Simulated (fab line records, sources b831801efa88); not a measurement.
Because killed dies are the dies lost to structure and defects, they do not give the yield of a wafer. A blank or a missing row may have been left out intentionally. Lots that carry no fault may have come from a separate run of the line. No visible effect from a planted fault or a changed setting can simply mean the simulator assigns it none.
2 desks, one fault || flow gf180mcu || each desk has only its own numbers; what lay behind them comes last

METROLOGY DESK
What the gauges read for every lot (on any tool): the sampled wafers with a number, averaged. Any lot whose mean is over 4 standard deviations away from the usual mean is out of limits and marked OUT; that distance is given in the brackets.
Columns: A = LVPWELL_OVL at GF_LVPWELL_OVL_MEAS_07, usual -0.1 nm; B = MVPSD_TW at GF_MVPSD_TW_MEAS_11, usual 564.6; C = MVSD_RS at GF_VT_IMPLANT_RS_MEAS_46, usual 456.8 ohm/sq; D = MVPSD_RS at GF_VT_IMPLANT_RS_MEAS_49, usual 1168 ohm/sq
{"lot": "L242", "first seen here": "day 4 02:17", "A": 0.8, "B": 565.9, "C": 458.6, "D": 1170}
{"lot": "L243", "first seen here": "day 4 10:37", "A": -0.0, "B": 566.3, "C": 454.4, "D": 1164}
{"lot": "L244", "first seen here": "day 4 16:42", "A": -2.0, "B": 563.9, "C": 458.1, "D": 1167}
{"lot": "L245", "first seen here": "day 5 00:43", "A": 0.5, "B": 563.7, "C": 456.5, "D": 1169}
{"lot": "L246", "first seen here": "day 5 01:45", "A": -0.1, "B": 570.4, "C": 456.5, "D": 1172}
{"lot": "L247", "first seen here": "day 5 05:31", "A": 0.6, "B": 566.5, "C": 458.0, "D": 1175}
{"lot": "L248", "first seen here": "day 5 12:12", "A": -0.4, "B": 564.5, "C": 454.3, "D": 1162}
{"lot": "L255", "first seen here": "day 7 04:18", "A": -1.2, "B": 557.2, "C": 458.0, "D": "1230 (+14) OUT"}
{"lot": "L256", "first seen here": "day 7 10:48", "A": 1.6, "B": 560.0, "C": 458.2, "D": "1202 (+7.8) OUT"}
{"lot": "L257", "first seen here": "day 7 17:27", "A": 1.4, "B": 556.3, "C": 457.4, "D": "1226 (+13) OUT"}
{"lot": "L259", "first seen here": "day 8 03:26", "A": 1.1, "B": 564.0, "C": 454.7, "D": 1163}
{"lot": "L260", "first seen here": "day 8 09:45", "A": -1.0, "B": 562.6, "C": 459.6, "D": 1172}
{"lot": "L263", "first seen here": "day 9 03:47", "A": -1.9, "B": 565.0, "C": 453.4, "D": 1162}
This desk's finding: out of limits on L255, L256, L257; first on L255, day 11 16:46 (MVPSD_RS at GF_VT_IMPLANT_RS_MEAS_49). In limits: L242, L243, L244, L245, L246, L247, L248, L259, L260, L263.

FOR THE TOOL OWNER'S DESK: implanter-04
GF_MVPSD_IMPLANT_09, tool's own readings: per-lot mean of the sampled wafers with a number, covering each lot this tool ran. Any lot whose mean is over 4 standard deviations away from the usual mean is out of limits and marked OUT; that distance is given in the brackets.
Columns: A = beam-on-s at GF_MVPSD_IMPLANT_09, usual 10.01 s; B = dose-ions-cm2 at GF_MVPSD_IMPLANT_09, usual 5e+12; C = faraday-current-uA at GF_MVPSD_IMPLANT_09, usual 28.2
{"lot": "L243", "first seen here": "day 5 16:48", "A": 9.85, "B": 5e+12, "C": 28.6}
{"lot": "L244", "first seen here": "day 5 23:48", "A": 9.97, "B": 5e+12, "C": 28.3}
{"lot": "L248", "first seen here": "day 6 20:18", "A": 9.97, "B": 5e+12, "C": 28.3}
{"lot": "L255", "first seen here": "day 8 15:19", "A": "7.82 (-11) OUT", "B": 5e+12, "C": "36.1 (+14) OUT"}
{"lot": "L256", "first seen here": "day 8 21:08", "A": "9.07 (-4.7) OUT", "B": 5e+12, "C": "31.8 (+6.2) OUT"}
{"lot": "L257", "first seen here": "day 9 04:26", "A": "7.69 (-12) OUT", "B": 5e+12, "C": "36.6 (+14) OUT"}
This desk's verdict: out of limits on L255, L256, L257, starting with L255 at day 8 15:19 (beam-on-s at GF_MVPSD_IMPLANT_09). In limits: L243, L244, L248.

ALL TOGETHER
On L255, L256, L257, at day 8 15:19, an alarm was possible from the tool owner's desk.
On L255, L256, L257, the metrology desk was in a position to raise an alarm at day 11 16:46.
GF_MVPSD_IMPLANT_09 was run on implanter-04 by each of the lots named.

WHAT THE SIMULATOR HAD PUT IN
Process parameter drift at GF_MVPSD_IMPLANT_09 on implanter-04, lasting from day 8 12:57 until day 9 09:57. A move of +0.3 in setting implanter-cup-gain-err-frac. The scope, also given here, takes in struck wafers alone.
Lots struck among those shown: L255, L256, L257.
Time in hours from fault onset to the first out-of-limits reading at each desk: tool owner's desk 2, metrology desk 76.
